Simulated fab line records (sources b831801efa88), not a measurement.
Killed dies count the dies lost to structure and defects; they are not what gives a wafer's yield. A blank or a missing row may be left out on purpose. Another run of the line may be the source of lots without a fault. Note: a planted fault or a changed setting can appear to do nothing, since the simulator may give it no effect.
Which tool did it?    flow gf180mcu    12 lots, 36 wafers sampled, at 6 steps of a route of 602

WHAT EACH GAUGE READ, for each wafer
GF_V1_BOW_MEAS_05. Usual: V1_BOW typically reads 82 um, with standard deviation 7.3.
lot   measured      on             V1_BOW (um)  flag
L141  day 17 15:45  film metro-03  74 69 77     
L142  day 17 19:32  film metro-04  74 74 62     
L143  day 18 06:59  film metro-04  80 83 85     
L144  day 18 18:06  film metro-04  92 86 92     
L145  day 18 19:38  film metro-01  78 74 76     
L147  day 19 14:38  film metro-03  81 91 79     
L151  day 20 17:23  film metro-04  97 84 82     
L153  day 21 20:03  film metro-01  93 92 87     
L155  day 22 05:01  film metro-04  94 85 89     
L162  day 24 13:25  film metro-01  77 75 80     
L163  day 24 19:58  film metro-01  92 89 82     
L164  day 25 05:06  film metro-04  86 73 72     

GF_V1_RS_MEAS_24: a four-point-probe measurement. Usual: V1_W_RS typically reads 0.329 ohm/sq, with standard deviation 0.0057.
lot   measured      on             V1_W_RS (ohm/sq)   flag
L141  day 18 16:11  film metro-04  0.322 0.332 0.320  
L142  day 18 19:55  film metro-04  0.319 0.325 0.321  
L143  day 19 08:14  film metro-03  0.317 0.327 0.325  
L144  day 19 20:10  film metro-04  0.327 0.336 0.325  
L145  day 19 21:51  film metro-04  0.333 0.322 0.334  
L147  day 20 15:31  film metro-01  0.332 0.329 0.325  
L151  day 21 18:49  film metro-04  0.327 0.340 0.335  
L153  day 22 20:02  film metro-04  0.341 0.350 0.348  OFF
L155  day 23 04:22  film metro-01  0.349 0.354 0.341  OFF
L162  day 25 12:06  film metro-03  0.331 0.323 0.334  
L163  day 25 18:09  film metro-01  0.325 0.335 0.325  
L164  day 26 03:03  film metro-01  0.323 0.326 0.334  

GF_V1_THK_MEAS_25: measures by xrf. Usual: V1_W_THK typically reads 359 nm, with standard deviation 7.
lot   measured      on             V1_W_THK (nm)  flag
L141  day 18 16:17  film metro-04  373 359 373    
L142  day 18 20:02  film metro-04  375 367 373    
L143  day 19 08:20  film metro-03  370 361 365    
L144  day 19 20:17  film metro-04  360 347 360    
L145  day 19 21:58  film metro-04  354 362 349    
L147  day 20 15:37  film metro-01  353 355 361    
L151  day 21 18:56  film metro-04  363 348 351    
L153  day 22 20:10  film metro-04  346 336 336    
L155  day 23 04:29  film metro-01  339 333 347    
L162  day 25 12:13  film metro-03  357 367 355    
L163  day 25 18:16  film metro-01  361 346 362    
L164  day 26 03:10  film metro-01  366 363 354    

WHICH TOOL RAN EACH LOT (tool, then ch and the chambers of the sampled wafers, then the start)
lot   GF_V1_CVD_02                     GF_V1_SPUTTER_21              GF_V1_CVD_23
L141  pecvd-04 ch 0,1, day 17 15:18    pvd sputter-02, day 18 15:56  cvd w-02 ch 0,1, day 18 16:02
L142  pecvd-01 ch 1,2, day 17 19:05    pvd sputter-03, day 18 19:41  cvd w-02 ch 0,1, day 18 19:47
L143  pecvd-02 ch 0,2, day 18 06:32    pvd sputter-02, day 19 08:00  cvd w-01 ch 0,1, day 19 08:06
L144  pecvd-04 ch 0,1,2, day 18 17:40  pvd sputter-02, day 19 19:56  cvd w-01 ch 0,1, day 19 20:02
L145  pecvd-02 ch 0,1, day 18 19:12    pvd sputter-03, day 19 21:38  cvd w-02 ch 0,1, day 19 21:44
L147  pecvd-04 ch 0,1,2, day 19 14:11  pvd sputter-03, day 20 15:15  cvd w-01 ch 0,1, day 20 15:23
L151  pecvd-04 ch 0,1,2, day 20 16:57  pvd sputter-02, day 21 18:34  cvd w-02 ch 0,1, day 21 18:40
L153  pecvd-04 ch 0,2, day 21 19:35    pvd sputter-03, day 22 19:50  cvd w-02 ch 0,1, day 22 19:56
L155  pecvd-02 ch 0,2, day 22 04:34    pvd sputter-01, day 23 04:08  cvd w-02 ch 0,1, day 23 04:14
L162  pecvd-01 ch 0,1,2, day 24 12:59  pvd sputter-01, day 25 11:53  cvd w-02 ch 0,1, day 25 11:59
L163  pecvd-01 ch 0,1, day 24 19:32    pvd sputter-03, day 25 17:56  cvd w-02 ch 0,1, day 25 18:02
L164  pecvd-01 ch 0,1, day 25 04:39    pvd sputter-01, day 26 02:49  cvd w-01 ch 0,1, day 26 02:55
- GF_V1_CVD_02: deposits SiO2 from TEOS, target thk 850 nm, time 94.851 s.
- GF_V1_SPUTTER_21: material Ti, target thk 15 nm, time 80.02 s.
- GF_V1_CVD_23: deposits W, target thk 350 nm, time 105.05 s.

WHAT THE TOOLS THEMSELVES READ (means of the sampled wafers that have a number; where no wafer has one, the mark that the record gives instead)
GF_V1_CVD_02. Usual: heater power w 690 W, standard deviation 99.
lot   tool      heater power w (W)  flag
L141  pecvd-04  598                 
L142  pecvd-01  756                 
L143  pecvd-02  574                 
L144  pecvd-04  665                 
L145  pecvd-02  707                 
L147  pecvd-04  703                 
L151  pecvd-04  684                 
L153  pecvd-04  732                 
L155  pecvd-02  608                 
L162  pecvd-01  772                 
L163  pecvd-01  780                 
L164  pecvd-01  759                 

GF_V1_SPUTTER_21. Usual: chamber pressure pa 5.001 Pa, standard deviation 0.01; substrate temp c 200.01 C, standard deviation 0.16; throttle valve pct 30.3 %, standard deviation 0.77.
lot   tool            chamber pressure pa (Pa)  substrate temp c (C)  throttle valve pct (%)  flag
L141  pvd sputter-02  5.001                     200.17                30.9                    
L142  pvd sputter-03  5.000                     199.86                29.9                    
L143  pvd sputter-02  5.004                     200.03                30.5                    
L144  pvd sputter-02  4.998                     199.90                30.4                    
L145  pvd sputter-03  5.004                     199.94                29.8                    
L147  pvd sputter-03  4.994                     199.97                29.4                    
L151  pvd sputter-02  4.998                     200.03                30.7                    
L153  pvd sputter-03  5.004                     200.04                29.6                    
L155  pvd sputter-01  5.005                     200.09                30.5                    
L162  pvd sputter-01  4.999                     200.03                30.4                    
L163  pvd sputter-03  5.000                     200.16                29.7                    
L164  pvd sputter-01  5.009                     200.02                30.3                    

GF_V1_CVD_23. Usual: chamber pressure Torr 40.00 Torr, standard deviation 0.094; heater power w 847 W, standard deviation 23.
lot   tool      chamber pressure Torr (Torr)  heater power w (W)  flag
L141  cvd w-02  40.03                         846                 
L142  cvd w-02  40.04                         842                 
L143  cvd w-01  39.98                         824                 
L144  cvd w-01  39.92                         826                 
L145  cvd w-02  39.93                         843                 
L147  cvd w-01  40.01                         835                 
L151  cvd w-02  40.00                         863                 
L153  cvd w-02  35.58                         868                 OFF
L155  cvd w-02  35.48                         848                 OFF
L162  cvd w-02  40.04                         855                 
L163  cvd w-02  39.96                         852                 
L164  cvd w-01  40.04                         833                 

THE ANSWER, worked out from the rows above alone
Rule: take the mean of a lot's wafers that have a number; if it is more than 3 standard deviations from the usual mean, the lot is off. Also off: a lot with no number at a reading for which 4 or more lots have one. The other lots that the step has rows for count as sound. The gauges are gone through in route order, then the tools' own readings, and for those a lot's mean is taken as printed above. At the first step where some lot is off, the reading lying furthest off is the one used; lots without a number count as furthest.
Off: at GF_V1_RS_MEAS_24 (V1_W_RS), L153, L155.
If a tool, at a process step before that reading, ran all the lots that are off and no sound lot after the first of them, it fits. The gauges at GF_V1_RS_MEAS_24 aren't tried: what is off there is off at GF_V1_CVD_23 too, on other tools, and a gauge's error can't cause that. No candidate that was tried fits.

WHAT THE SIMULATOR PUT IN
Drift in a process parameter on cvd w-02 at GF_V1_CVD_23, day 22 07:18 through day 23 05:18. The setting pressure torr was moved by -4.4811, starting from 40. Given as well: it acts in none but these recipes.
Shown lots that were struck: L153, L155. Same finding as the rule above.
